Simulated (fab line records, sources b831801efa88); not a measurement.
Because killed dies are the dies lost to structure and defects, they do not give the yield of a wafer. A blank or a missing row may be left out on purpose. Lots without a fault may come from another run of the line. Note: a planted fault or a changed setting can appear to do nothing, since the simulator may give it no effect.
Struck lot and sound lot, side by side || flow gf180mcu || 16 out of 602 route steps
Sound: these wafers, L232.1, L232.4, L232.5. Struck: wafers L234.1, L234.4 (left out: L234.5, a lot-mate that was not struck); the cause follows at the end.
Each step with rows lists, per side, the tool, then ch with its chambers, then its first start. Under that, the readings that differ: sound wafers || struck wafers || difference of the means || sigmas: that difference in standard deviations of wafers without a fault.
alike: readings with means less than 2 such deviations apart, plus words and numbers identical on both sides. not compared: withheld readings, readings lacking a value on some wafer, bounds such as >300 that could conceal the same value, and numbers that have no deviation in the record and whose values overlap.
The two part at a step that has a row with sigmas, a row that says differs or no value, or rows on one side only. Non-overlapping numbers with no deviation appear without sigmas and do not part them. A reading that every wafer of one side lacks parts them only if that side has two wafers or more.

first, 4 steps without rows for these wafers: GF_M3_SOFTBAKE_10 (time 60 s); GF_M3_EXPOSE_11 (exposes mask Metal3, target cd 280 nm); GF_M3_PEB_12 (peb time 90 s); GF_M3_DEVELOP_13 (develop time 60 s).
GF_M3_CD_MEAS_14: the cd target is 280 nm.
  struck on cd-sem-01, day 23 12:59; sound on cd-sem-01, day 22 22:16
  alike: cd-nm
GF_M3_OVL_MEAS_15:
  struck on overlay-01, day 23 13:07; sound on overlay-02, day 22 22:23
  alike: M3_OVL
GF_M3_METAL_ETCH_16: etches the open film in Cl2/BCl3, stops on SiO2, target depth 750.8 nm, time 125.1 s.
  sound on rie-metal-03 ch 0,1, day 22 22:25; struck on rie-metal-03 ch 1, day 23 13:09
  alike: drypump-motor-current-A, oes-product-au, rf-fwd-power-W, throttle-valve-pct
  not compared: rf-hours-counter-h
GF_M3_STRIP_17: strips in O2/N2.
  sound on plasma-asher-02 ch 0,1, day 22 22:33; struck on plasma-asher-02 ch 1, day 23 13:16
  alike: drypump-motor-current-A, heater-power-w, oes-product-au, strip-time-to-endpoint-s
  not compared: rf-hours-counter-h
then, 3 steps without rows for these wafers: GF_M3_STRIP_18 (strips in post etch residue remover, time 1200 s); GF_M3_CLEAN_19 (cleans in DIW); GF_V3_CVD_00 (deposits SiO2, target thk 600 nm, time 100 s).
GF_V3_THK_MEAS_01:
  struck on film-metro-01, day 23 13:53; sound on film-metro-04, day 22 23:09
{"reading": "V3_CVD_00_THK (nm)", "sound": "612 604 612", "struck": "599 598", "difference": -11, "sigmas": -2}
GF_V3_CVD_02: deposits SiO2 from TEOS, target thk 850 nm, time 94.851 s.
  sound on pecvd-01 ch 1,2, day 22 23:13; struck on pecvd-01 ch 0, day 23 13:57
{"reading": "rf-fwd-power-W (W)", "sound": "594.1 598.1 595.5", "struck": "691.3 690.8", "difference": "+95.1", "sigmas": "+48"}
{"reading": "model.SiO2_of_V3_CVD_02.thk-nm (nm)", "sound": "845.8 867.9 854.8", "struck": "872.5 897.5", "difference": "+28.8", "sigmas": ""}
  alike: heater-power-w
GF_V3_THK_MEAS_03:
  struck on film-metro-03, day 23 14:01; sound on film-metro-03, day 22 23:17
{"reading": "V3_CVD_02_THK (nm)", "sound": "847 868 854", "struck": "873 898", "difference": "+29", "sigmas": "+3"}
GF_V3_CMP_04: polishes SiO2.
  sound on cmp-01 ch 1,2,3, day 22 23:26; struck on cmp-02 ch 1,3, day 23 14:08
{"reading": "time-to-endpoint-s (s)", "sound": "76 82 81", "struck": "86 100", "difference": "+13", "sigmas": "+3"}
  alike: head-pressure-psi, motor-current-A
GF_V3_BOW_MEAS_05:
  struck on film-metro-01, day 23 14:23; sound on film-metro-04, day 22 23:38
{"reading": "V3_BOW (um)", "sound": "130 116 123", "struck": "119 91", "difference": -18, "sigmas": -2}

WHERE THEY PART
First at GF_V3_THK_MEAS_01; last, within this record, at GF_V3_BOW_MEAS_05.

WHY: what had been put in by the simulator
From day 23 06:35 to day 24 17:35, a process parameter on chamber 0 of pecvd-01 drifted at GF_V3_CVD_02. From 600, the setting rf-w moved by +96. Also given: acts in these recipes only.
